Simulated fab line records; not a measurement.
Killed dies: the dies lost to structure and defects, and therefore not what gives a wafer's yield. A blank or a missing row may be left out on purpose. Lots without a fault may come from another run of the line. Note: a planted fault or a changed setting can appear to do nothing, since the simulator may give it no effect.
fab line records	flow sky130
[record] lots = 6	wafers = 18	lastDay = 50
route steps=708 shown LI_CONTACT@374 LOCAL_INTERCONNECT@387 PAD_OPEN@708
lots untouched by any fault: they come from a run of this same line in which no faults occurred
startH: hours from the record's first day to the start of the lot's first wafer shown	waitH: time in hours since the lot's previous step	" unchanged from the row above	L1.1+2: several wafers, shown together as one row	- no value, or no start was given	* or withheld: withheld	< > ~ a bound
route shown NAME@n: NAME is a module with steps in the file, n the number in the route of the first one	usual: mean/standard deviation taken from wafers without a fault	same: alike in all rows	chamber/n: place in a boat	sites: per-site readings	_std_site: how widely they spread, as a standard deviation	_edge_site: outer sites' mean less inner sites'	radiusMm: for every site, how far away it sits from the centre of the wafer	mask NAME#n: copy n	behind: tool/chamber where the wafer was last shaped	hold: what put the lot on hold/how long, in hours/how the hold closed	device: transistor that didn't switch, given as n, p or np	end of line: tests of these same wafers at the route's end	a step with no rows: only its recipe	killed: dies lost to structure and defects at the first sort, not the wafer's yield	map: per-die view of a wafer (x killed, . not killed, _ where there is no die)
set.NAME: setting as actually run; set.NAME@STEP: the setting as run at that earlier step	model.NAME: the simulator's own value behind a step, which no gauge read
certain route steps with their lots: each step a table, each wafer a row
services: a tool's chamber out of use, with start hour (startH, from the record's first day; less than 0 if before it), hours out, and reason
[[steps]]
[step SKY_LI_CONTACT_CD_MEAS_12]
[recipe] targetCdNm = 170
[usual] cdNm = 170.4/0.97
lot.wafer	tool	chamber	startH	waitH	cdNm
L714.3	cdSem-02	-	712.14	-	170.0
L714.4	"	-	"	"	168.7
L714.6	"	-	"	"	170.9
L716.1	cdSem-01	-	720.25	-	169.7
L716.4	"	-	"	"	170.7
L716.6	"	-	"	"	169.8
L729.1	cdSem-02	-	809.20	-	170.1
L729.2	"	-	"	"	169.5
L729.6	"	-	"	"	171.5
L730.1	cdSem-02	-	823.60	-	170.1
L730.2	"	-	"	"	169.4
L730.6	"	-	"	"	168.8
L731.2	cdSem-01	-	825.87	-	172.9
L731.3	"	-	"	"	172.0
L731.4	"	-	"	"	171.8
L733.2	cdSem-01	-	838.92	-	169.2
L733.3	"	-	"	"	169.3
L733.5	"	-	"	"	169.5
[step SKY_LI_CONTACT_OVL_MEAS_13]
[usual] LI_CONTACT_OVL = 2/5.9
lot.wafer	tool	chamber	startH	waitH	LI_CONTACT_OVL[nm]
L714.3	overlay-01	-	712.23	0.1	-12
L714.4	"	-	"	"	-3
L714.6	"	-	"	"	-2
L716.1	overlay-02	-	720.37	0.1	2
L716.4	"	-	"	"	0
L716.6	"	-	"	"	-2
L729.1	overlay-02	-	809.32	0.1	7
L729.2	"	-	"	"	6
L729.6	"	-	"	"	6
L730.1	overlay-01	-	823.72	0.1	-1
L730.2	"	-	"	"	2
L730.6	"	-	"	"	10
L731.2	overlay-01	-	825.97	0.1	2
L731.3	"	-	"	"	-2
L731.4	"	-	"	"	-3
L733.2	overlay-02	-	839.02	0.1	-1
L733.3	"	-	"	"	2
L733.5	"	-	"	"	-2
[step SKY_LI_CONTACT_ETCH_14]
[recipe] chemistry = N2/H2	target = BARC	ionEnergyEv = 200	sourceW = 500	biasW = 100	pressureMtorr = 30	n2FlowSccm = 100	h2FlowSccm = 200	stopOn = SiO2	timeS = 45.9	targetDepthA = 600
[usual] drypumpMotorCurrentA = 5.7/0.55	oesProductAu = 0.855/0.0048	throttleValvePct = 13.225/0.009
[same] timeS = 45.9
lot.wafer	tool	chamber	startH	waitH	drypumpMotorCurrentA	oesProductAu	rfHoursCounterH	throttleValvePct
L714.3	rieDiel-02	0	712.25	0.0	5.6	0.858	13	13.225
L714.4	"	3	"	"	6.2	0.858	11	13.220
L714.6	"	1	"	"	5.5	0.860	-	13.230
L716.1	rieDiel-02	2	720.40	0.0	4.7	0.863	3	13.220
L716.4	"	0	"	"	5.6	0.852	13	13.236
L716.6	"	0	"	"	5.6	0.853	-	13.224
L729.1	rieDiel-04	2	809.35	0.0	5.8	0.849	19	13.229
L729.2	"	1	"	"	4.8	0.857	1	13.206
L729.6	"	3	"	"	6.3	0.853	-	13.235
L730.1	rieDiel-01	2	823.75	0.0	5.2	0.852	16	13.219
L730.2	"	3	"	"	5.8	0.858	0	13.208
L730.6	"	2	"	"	5.2	0.860	-	13.223
L731.2	rieDiel-04	1	826.00	0.0	4.8	0.859	1	13.226
L731.3	"	0	"	"	6.4	0.855	13	13.215
L731.4	"	2	"	"	5.7	0.854	19	13.232
L733.2	rieDiel-04	3	839.05	0.0	6.3	0.855	14	13.205
L733.3	"	2	"	"	5.8	0.849	20	13.216
L733.5	"	0	"	"	6.4	0.850	-	13.212
[step SKY_LI_CONTACT_ETCH_15]
[recipe] target = PSG	chemistry = C4F8/O2/Ar	stopOn = Si	taperDeg = 4.15	maskMaterial = KrF-thick	sourceW = 1500	biasW = 1200	pressureMtorr = 40	c4f8FlowSccm = withheld	O2_flow_sccm = 6	Ar_flow_sccm = 300	timeS = withheld	targetDepthA = 6000
[usual] oesProductAu = 0.836/0.0046
lot.wafer	tool	chamber	startH	waitH	oesProductAu
L714.3	rieDiel-02	0	712.30	0.0	0.842
L714.4	"	3	"	"	0.836
L714.6	"	1	"	"	0.840
L716.1	rieDiel-02	2	720.45	0.0	0.837
L716.4	"	0	"	"	0.836
L716.6	"	0	"	"	0.835
L729.1	rieDiel-04	2	809.39	0.0	0.833
L729.2	"	1	"	"	0.842
L729.6	"	3	"	"	0.839
L730.1	rieDiel-01	2	823.80	0.0	0.839
L730.2	"	3	"	"	0.833
L730.6	"	2	"	"	0.834
L731.2	rieDiel-04	1	826.05	0.0	0.837
L731.3	"	0	"	"	0.846
L731.4	"	2	"	"	0.843
L733.2	rieDiel-04	3	839.10	0.0	0.831
L733.3	"	2	"	"	0.833
L733.5	"	0	"	"	0.840
[step SKY_LI_CONTACT_STRIP_16]
[recipe] chemistry = O2/N2	powerW = 1400	pressureMtorr = 1500	platenTempC = withheld	o2FlowSccm = 3000	n2FlowSccm = 300	overashFraction = 0.5
[usual] drypumpMotorCurrentA = 5.4/0.33	oesProductAu = 0.376/0.0045	stripTimeToEndpointS = 3.51/0.04
lot.wafer	tool	chamber	startH	waitH	drypumpMotorCurrentA	oesProductAu	rfHoursCounterH	stripTimeToEndpointS
L714.3	plasmaAsher-04	0	712.41	-	5.7	0.377	-	3.49
L714.4	"	1	"	"	5.6	0.372	-	3.53
L714.6	"	1	"	"	5.6	0.380	-	3.55
L716.1	plasmaAsher-02	1	720.53	-	5.5	0.381	107	3.52
L716.4	"	0	"	"	5.8	0.374	-	3.50
L716.6	"	1	"	"	5.6	0.375	-	3.52
L729.1	plasmaAsher-02	0	809.48	-	5.8	0.371	7	3.48
L729.2	"	1	"	"	5.5	0.376	7	3.51
L729.6	"	1	"	"	5.5	0.368	-	3.47
L730.1	plasmaAsher-03	1	823.88	-	5.2	0.375	99	3.51
L730.2	"	0	"	"	4.9	0.381	99	3.60
L730.6	"	1	"	"	5.2	0.378	-	3.51
L731.2	plasmaAsher-03	1	826.13	-	5.2	0.376	99	3.55
L731.3	"	1	"	"	5.2	0.375	-	3.53
L731.4	"	0	"	"	4.9	0.377	-	3.48
L733.2	plasmaAsher-02	0	839.18	-	5.8	0.374	11	3.49
L733.3	"	0	"	"	5.8	0.376	-	3.47
L733.5	"	0	"	"	5.8	0.373	-	3.52
[step SKY_LI_CONTACT_CLEAN_17]
[recipe] chemistry = NMP	timeS = 600	tempC = 60	dry = n2Spin
[step SKY_LI_CONTACT_PRE_CLEAN_18]
[recipe] gas = Ar	timeS = 5.6	biasV = 358
[step SKY_LI_CONTACT_SPUTTER_19]
[recipe] material = Ti	targetThkNm = 20	chamberPressurePa = 5	powerW = 2500	substrateTempC = 200	timeS = 106.37
[usual] throttleValvePct = 30.0/0.89
[same] timeS = 106.37
lot.wafer	tool	chamber	startH	waitH	throttleValvePct
L714.3	pvdSputter-04	-	712.68	0.0	29.2
L714.4	"	-	"	"	31.3
L714.6	"	-	"	"	30.1
L716.1	pvdSputter-01	-	720.83	0.0	29.4
L716.4	"	-	"	"	32.1
L716.6	"	-	"	"	30.0
L729.1	pvdSputter-02	-	809.78	0.0	30.3
L729.2	"	-	"	"	29.4
L729.6	"	-	"	"	30.8
L730.1	pvdSputter-02	-	824.19	0.0	29.7
L730.2	"	-	"	"	30.8
L730.6	"	-	"	"	30.9
L731.2	pvdSputter-02	-	826.44	0.0	29.2
L731.3	"	-	"	"	29.4
L731.4	"	-	"	"	30.0
L733.2	pvdSputter-02	-	839.51	0.0	30.8
L733.3	"	-	"	"	29.8
L733.5	"	-	"	"	30.1
[step SKY_LI_CONTACT_SPUTTER_20]
[recipe] material = TiN	targetThkNm = 20	chamberPressurePa = 5	powerW = 4000	timeS = 80
[step SKY_LI_CONTACT_CVD_21]
[recipe] material = W	targetThkNm = 400	timeS = 120.56	tempC = 400	pressureTorr = 40
[step SKY_LI_CONTACT_RS_MEAS_22]
[recipe] thkMeasGauge = four-point-probe	reads = W_of_LI_CONTACT_CVD_21+TiN_of_LI_CONTACT_SPUTTER_20+Ti_of_LI_CONTACT_SPUTTER_19
[usual] LI_CONTACT_W_RS = 0.288/0.0041
lot.wafer	tool	chamber	startH	waitH	LI_CONTACT_W_RS[ohm/sq]
L714.3	filmMetro-04	-	712.98	0.1	0.294
L714.4	"	-	"	"	0.286
L714.6	"	-	"	"	0.284
L716.1	filmMetro-04	-	721.09	0.1	0.285
L716.4	"	-	"	"	0.283
L716.6	"	-	"	"	0.284
L729.1	filmMetro-01	-	810.04	0.1	0.287
L729.2	"	-	"	"	0.281
L729.6	"	-	"	"	0.278
L730.1	filmMetro-01	-	824.45	0.1	0.290
L730.2	"	-	"	"	0.289
L730.6	"	-	"	"	0.290
L731.2	filmMetro-01	-	826.72	0.1	0.291
L731.3	"	-	"	"	0.284
L731.4	"	-	"	"	0.293
L733.2	filmMetro-02	-	839.79	0.1	0.292
L733.3	"	-	"	"	0.291
L733.5	"	-	"	"	0.294
[step SKY_LI_CONTACT_THK_MEAS_23]
[recipe] thkMeasGauge = xrf	reads = W_of_LI_CONTACT_CVD_21
[usual] LI_CONTACT_W_THK = 405/6.7
lot.wafer	tool	chamber	startH	waitH	LI_CONTACT_W_THK[nm]
L714.3	filmMetro-04	-	713.08	0.1	401
L714.4	"	-	"	"	414
L714.6	"	-	"	"	414
L716.1	filmMetro-04	-	721.21	0.1	409
L716.4	"	-	"	"	415
L716.6	"	-	"	"	413
L729.1	filmMetro-01	-	810.16	0.1	404
L729.2	"	-	"	"	410
L729.6	"	-	"	"	413
L730.1	filmMetro-01	-	824.57	0.1	400
L730.2	"	-	"	"	397
L730.6	"	-	"	"	400
L731.2	filmMetro-01	-	826.83	0.1	397
L731.3	"	-	"	"	408
L731.4	"	-	"	"	391
L733.2	filmMetro-02	-	839.90	0.1	401
L733.3	"	-	"	"	406
L733.5	"	-	"	"	397
[step SKY_LI_CONTACT_CMP_24]
[recipe] stopOn = PSG	tOverpolishS = 20	downForcePsi = 3.5	platenRpm = 60	targetThkNm = 0	padVelocityMS = 0.94248
[usual] edgeZonePressureFrac = 1.000/0.0053	motorCurrentA = 11.8/1.2	overpolishRunS = 20.001/0.0088	platenRpm = 60.00/0.033	timeToEndpointS = 96/4.1
lot.wafer	tool	chamber	startH	waitH	edgeZonePressureFrac	motorCurrentA	overpolishRunS	platenRpm	timeToEndpointS
L714.3	cmp-01	3	713.12	0.0	0.996	10.6	20.003	60.00	94
L714.4	"	1	"	"	1.005	11.8	20.005	59.93	99
L714.6	"	3	"	"	1.007	9.9	19.997	59.97	96
L716.4	cmp-02	3	721.32	0.1	0.996	12.7	19.989	59.97	99
L716.1	"	0	"	"	1.003	14.3	19.998	60.02	101
L716.6	"	2	"	"	1.010	10.8	20.016	59.98	96
L729.1	cmp-02	2	810.22	0.1	0.998	10.9	20.006	65.94	85
L729.2	"	3	"	"	0.994	12.8	20.005	66.02	87
L729.6	"	3	"	"	0.991	12.4	19.992	65.99	90
L730.2	cmp-02	0	824.63	0.0	0.991	13.1	20.019	65.98	89
L730.1	"	2	"	"	1.002	11.3	19.997	66.01	85
L730.6	"	0	"	"	0.993	13.7	19.996	66.03	85
L731.4	cmp-01	0	826.88	0.0	0.997	9.7	20.015	60.02	104
L731.2	"	1	"	"	0.989	11.5	19.992	60.02	101
L731.3	"	3	"	"	1.005	10.3	19.995	60.03	101
L733.2	cmp-01	3	840.00	0.1	0.997	10.8	20.017	60.02	97
L733.3	"	0	"	"	1.006	9.9	20.009	59.97	103
L733.5	"	2	"	"	1.001	11.6	19.990	59.96	93
[step SKY_LOCAL_INTERCONNECT_SPUTTER_00]
[recipe] material = TiN	targetThkNm = 100	tempC = 300	powerW = 6500	timeS = 83.3	chamberPressurePa = 0.4
[usual] throttleValvePct = 30.0/1.3
[same] timeS = 83.3
lot.wafer	tool	chamber	startH	waitH	throttleValvePct
L714.3	pvdSputter-03	-	713.42	0.2	28.0
L714.4	"	-	"	"	30.4
L714.6	"	-	"	"	30.2
L716.1	pvdSputter-04	-	721.57	0.1	30.7
L716.4	"	-	"	"	29.9
L716.6	"	-	"	"	31.2
L729.1	pvdSputter-01	-	810.52	0.2	28.6
L729.2	"	-	"	"	29.6
L729.6	"	-	"	"	28.6
L730.1	pvdSputter-01	-	824.93	0.1	30.3
L730.2	"	-	"	"	28.8
L730.6	"	-	"	"	30.3
L731.2	pvdSputter-01	-	827.18	0.2	28.9
L731.3	"	-	"	"	30.1
L731.4	"	-	"	"	32.1
L733.2	pvdSputter-03	-	840.25	0.2	28.2
L733.3	"	-	"	"	30.4
L733.5	"	-	"	"	27.9
[step SKY_PAD_OPEN_PROBE_99]
[usual] killed_at_M0_to_M3 = 43/7.3	killed_at_M4_up = 3.6/1.9	killedAtContacts = 23/5.3	killedAtFrontEnd = 15/4.5	killedAtOther = 0.3/0.72	killedDies = 85/9.4	killedOpen = 46/6.7	killedShort = 38/6.8
[same] grossDies = 492	killedAtBackSide = 0
lot.wafer	tool	chamber	startH	waitH	killed_at_M0_to_M3	killed_at_M4_up	killedAtContacts	killedAtFrontEnd	killedAtOther	killedDies	killedOpen	killedShort
L716.1	prober-01	-	1109.87	0.1	60	2	24	13	1	100	56	44
L716.4	prober-01	-	1110.02	0.2	36	3	23	13	0	75	36	39
L716.6	prober-01	-	1110.12	0.2	41	1	26	20	0	88	49	39
L729.1	prober-01	-	1173.32	0.1	45	5	12	16	0	78	52	26
L729.2	prober-01	-	1173.37	0.1	39	6	16	19	0	80	41	37
L729.6	prober-01	-	1173.57	0.2	50	2	15	13	0	80	40	40
// killed by level:class
L716.1 VIA1:geometricParticle:open=16 VIA1:geometricParticle:short=11 CONTACT:geometricParticle:open=9 VIA2:geometricParticle:open=8 METAL1:geometricParticle:short=7 LI_CONTACT:geometricParticle:open=6 VIA3:geometricParticle:open=6 LOCAL_INTERCONNECT:geometricParticle:short=5
L716.4 VIA1:geometricParticle:open=8 CONTACT:geometricParticle:short=7 CONTACT:geometricParticle:open=7 METAL2:geometricParticle:short=6 VIA2:geometricParticle:open=5 FIELD_ISO:geometricParticle:short=4 LI_CONTACT:geometricParticle:open=4 LOCAL_INTERCONNECT:geometricParticle:short=4
L716.6 CONTACT:geometricParticle:open=9 VIA3:geometricParticle:open=8 LI_CONTACT:geometricParticle:open=6 POLY_GATE:geometricParticle:open=6 LOCAL_INTERCONNECT:geometricParticle:short=6 METAL1:geometricParticle:short=6 VIA2:geometricParticle:open=6 FIELD_ISO:geometricParticle:open=5
L729.1 VIA2:geometricParticle:open=11 VIA1:geometricParticle:open=10 CONTACT:geometricParticle:open=8 VIA3:geometricParticle:open=7 POLY_GATE:geometricParticle:open=6 METAL4:geometricParticle:short=5 METAL2:geometricParticle:short=4 VIA1:geometricParticle:short=3
L729.2 VIA1:geometricParticle:open=8 VIA3:geometricParticle:open=7 CONTACT:geometricParticle:open=5 METAL2:geometricParticle:short=5 VIA1:geometricParticle:short=5 FIELD_ISO:geometricParticle:short=4 POLY_GATE:geometricParticle:open=4 POLY_GATE:geometricParticle:short=4
L729.6 POLY_GATE:geometricParticle:short=8 VIA1:geometricParticle:open=8 VIA3:geometricParticle:open=7 VIA2:geometricParticle:open=5 VIA1:geometricParticle:short=5 CONTACT:geometricParticle:short=5 METAL1:geometricParticle:short=5 VIA3:geometricParticle:short=5
[[services]]
tool	chamber	startH	hours	kind
cmp-01	-	696.67	0.3	repair
rieDiel-02	0	701.13	4.1	repair
rieDiel-01	3	709.03	5.8	repair
rieDiel-02	-	725.90	0.4	repair
rieDiel-01	-	729.06	0.5	repair
plasmaAsher-02	-	733.75	9.0	pm
cmp-01	-	736.25	9.0	repair
cmp-02	-	737.28	1.4	repair
rieDiel-04	1	743.58	35.4	repair
rieDiel-04	-	743.75	0.3	repair
cmp-01	-	745.20	4.0	pm
pvdSputter-03	-	745.60	7.2	repair
pvdSputter-03	-	757.14	5.8	repair
pvdSputter-02	-	766.89	22.5	repair
rieDiel-04	-	768.31	0.5	repair
pvdSputter-01	-	770.82	3.8	repair
rieDiel-02	0	777.83	18.0	repair
cmp-02	-	784.96	0.7	repair
rieDiel-04	2	798.92	8.9	repair
pvdSputter-01	-	822.80	1.7	repair
cmp-01	-	823.52	1.5	repair
cmp-01	-	827.18	5.9	pm
cmp-02	-	830.92	0.2	repair
cmp-02	-	840.00	6.9	pm
[[key]]
[firstSign] step = SKY_LI_CONTACT_CMP_24	reading = platenRpm	direction = up	sigmas = 99+	usual = 60.00	struck = 65.99
[effect] step = SKY_LI_CONTACT_CMP_24	reading = timeToEndpointS	direction = down	sigmas = 2.3	usual = *	struck = *
metAt SKY_LI_CONTACT_CMP_24
struckWafers L729.1,L729.2,L729.6,L730.1,L730.2,L730.6
testerLeftOut L729,L730
onsetBetween 721.32 810.22
[fault] kind = processParameterDrift	tool = cmp-02	chamber = -	onsetH = 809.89	steps = SKY_LI_CONTACT_CMP_24	channel = platenRpm	offset = 6	shape = step	endH = 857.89	actsIn = theseRecipesOnly	stated = 60
// testerLeftOut: of these lots the tester's yield and bins aren't shown, on N5 and GAA mostly nor the transistor test; their killed dies are dies lost to structure and defects alone, not to doping, threshold or leakage, so they don't give the yield
